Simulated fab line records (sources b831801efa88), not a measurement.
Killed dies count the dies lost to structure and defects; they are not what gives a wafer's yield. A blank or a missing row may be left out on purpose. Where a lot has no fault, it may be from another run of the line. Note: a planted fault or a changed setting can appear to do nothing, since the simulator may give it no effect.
Which of the tools did it? | flow gf180mcu | 14 lots with 42 wafers sampled at 4 steps, on a route of 602 steps

WHAT EACH GAUGE READ, for each wafer
GF_M2_OVL_MEAS_15.
lot  | measured     | on         | M2_OVL (nm)
L108 | day 19 04:34 | overlay-01 | 1 0 -6
L109 | day 19 11:58 | overlay-02 | 4 -8 -4
L111 | day 20 11:23 | overlay-02 | -7 -2 -12
L113 | day 21 06:00 | overlay-01 | 4 -9 -6
L114 | day 21 15:37 | overlay-01 | 4 2 -7
L115 | day 21 20:40 | overlay-01 | 13 2 6
L116 | day 22 08:39 | overlay-02 | 4 -8 -7
L117 | day 22 12:01 | overlay-01 | -1 -4 4
L118 | day 23 01:11 | overlay-02 | -7 -1 -7
L119 | day 23 03:46 | overlay-02 | -7 -4 -4
L120 | day 24 01:05 | overlay-02 | -3 1 -7
L123 | day 24 23:01 | overlay-02 | -11 -5 -14
L127 | day 26 05:58 | overlay-01 | -1 -8 -8
L128 | day 26 08:01 | overlay-02 | 1 5 1

GF_M3_OVL_MEAS_15.
lot  | measured     | on         | M3_OVL (nm)
L108 | day 21 08:40 | overlay-01 | -1 0 8
L109 | day 21 15:44 | overlay-02 | -4 -2 -3
L111 | day 22 14:10 | overlay-01 | 3 8 11
L113 | day 23 07:56 | overlay-01 | -6 3 -3
L114 | day 23 16:16 | overlay-02 | -11 -9 0
L115 | day 23 21:01 | overlay-01 | -3 0 -4
L116 | day 24 08:53 | overlay-02 | -7 -1 1
L117 | day 24 11:33 | overlay-02 | -16 -16 -10
L118 | day 25 01:02 | overlay-01 | -2 -1 -2
L119 | day 25 02:59 | overlay-01 | -8 -13 -1
L120 | day 25 23:17 | overlay-01 | 1 -1 0
L123 | day 26 20:28 | overlay-02 | 3 5 1
L127 | day 28 01:29 | overlay-01 | -2 -6 -10
L128 | day 28 03:22 | overlay-02 | -6 -5 0

WHICH TOOL RAN EACH LOT (tool, then ch and the chambers of the sampled wafers, then the start)
lot  | GF_POLY_GATE_DEVELOP_09           | GF_V2_STRIP_18
L108 | litho track-01 ch 0, day 9 06:19  | plasma asher-02 ch 0,1, day 20 06:56
L109 | litho track-03 ch 0, day 9 11:59  | plasma asher-03 ch 0,1, day 20 14:11
L111 | litho track-02 ch 0, day 10 01:07 | plasma asher-04 ch 0,1, day 21 12:38
L113 | litho track-01 ch 0, day 10 18:41 | plasma asher-02 ch 0,1, day 22 07:08
L114 | litho track-02 ch 0, day 11 02:00 | plasma asher-04 ch 0,1, day 22 16:00
L115 | litho track-03 ch 0, day 11 06:20 | plasma asher-02 ch 0,1, day 22 21:02
L116 | litho track-01 ch 0, day 11 16:34 | plasma asher-04 ch 0,1, day 23 09:02
L117 | litho track-03 ch 0, day 11 19:44 | plasma asher-03 ch 0,1, day 23 12:17
L118 | litho track-02 ch 0, day 12 06:43 | plasma asher-03 ch 0,1, day 24 01:51
L119 | litho track-02 ch 0, day 12 09:27 | plasma asher-02 ch 0,1, day 24 03:34
L120 | litho track-03 ch 0, day 13 00:34 | plasma asher-04 ch 0,1, day 25 00:41
L123 | litho track-01 ch 0, day 13 16:52 | plasma asher-04 ch 1, day 25 21:44
L127 | litho track-03 ch 0, day 15 00:42 | plasma asher-03 ch 0, day 27 04:03
L128 | litho track-03 ch 0, day 15 07:41 | plasma asher-04 ch 0,1, day 27 05:47
- GF_POLY_GATE_DEVELOP_09: develop time 60 s.
- GF_V2_STRIP_18: strips in O2/N2.

AS READ BY THE TOOLS THEMSELVES (means over the sampled wafers that have a number; for cases with no such wafer, the mark the record gives instead)
GF_POLY_GATE_DEVELOP_09.
lot  | tool           | developer temp C (C)
L108 | litho track-01 | 21.08
L109 | litho track-03 | 20.87
L111 | litho track-02 | 20.98
L113 | litho track-01 | 21.07
L114 | litho track-02 | 20.80
L115 | litho track-03 | 21.13
L116 | litho track-01 | 21.11
L117 | litho track-03 | 21.01
L118 | litho track-02 | 21.08
L119 | litho track-02 | 20.98
L120 | litho track-03 | 21.01
L123 | litho track-01 | 20.97
L127 | litho track-03 | 21.89
L128 | litho track-03 | 21.85

GF_V2_STRIP_18.
lot  | tool            | drypump motor current A (A) | heater power w (W) | oes product au (a.u.)
L108 | plasma asher-02 | 5.9                         | 322                | 0.594
L109 | plasma asher-03 | 6.3                         | 339                | 0.595
L111 | plasma asher-04 | 5.2                         | 292                | 0.590
L113 | plasma asher-02 | 5.9                         | 330                | 0.592
L114 | plasma asher-04 | 5.2                         | 291                | 0.594
L115 | plasma asher-02 | 6.0                         | 327                | 0.589
L116 | plasma asher-04 | 5.2                         | 293                | 0.590
L117 | plasma asher-03 | 5.9                         | 326                | 0.597
L118 | plasma asher-03 | 6.2                         | 343                | 0.595
L119 | plasma asher-02 | 5.9                         | 333                | 0.590
L120 | plasma asher-04 | 5.2                         | 292                | 0.597
L123 | plasma asher-04 | 5.1                         | 292                | 0.596
L127 | plasma asher-03 | 5.4                         | 301                | 0.595
L128 | plasma asher-04 | 5.2                         | 296                | 0.596

THE ANSWER, worked out from the rows above alone
Rule: usual is defined by the lots themselves. Put in order of their means at a reading, lots are off if they are a third of the lots or fewer, leave a main group of 4 or more, and stand apart from it by a gap of 3 or more times the standard deviation of the main group's means; of several such gaps the widest counts. Not used: any main group whose means are identical at the precision the tables above print for the reading. Also off: a lot with no number at a reading for which 4 or more lots have one. Where the step has rows for the other lots, those lots are counted as sound. First the gauges in route order, then the tools' own readings, where a lot's mean is used as printed above. The first step at which some lot is off is used, and at that step the reading that is off furthest; a lot without a number counts as furthest.
Off at GF_POLY_GATE_DEVELOP_09 (developer temp C): L127, L128. For the main group the mean is 21.01 C and the standard deviation 0.093.
A tool fits if, at that step or a process step before it, it ran every lot that is off, and no sound lot after the first of them. One fits: litho track-03 at GF_POLY_GATE_DEVELOP_09. Its last sound lot is L120 (day 13 00:34), its first lot that is off L127 (day 15 00:42): a fault that began between those two fits.
The tool's own readings at GF_POLY_GATE_DEVELOP_09 bear it out: on the lots that are off they differ by more than 5 times the standard deviation of the sound lots' means. developer temp C reads 21.87 C there against 21.01 C on the sound lots.

WHAT WAS PUT IN BY THE SIMULATOR
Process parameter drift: litho track-03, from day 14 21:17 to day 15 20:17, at GF_POLY_GATE_DEVELOP_09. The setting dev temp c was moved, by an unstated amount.
Lots struck among those shown: L127, L128. The rule given above showed the same thing.
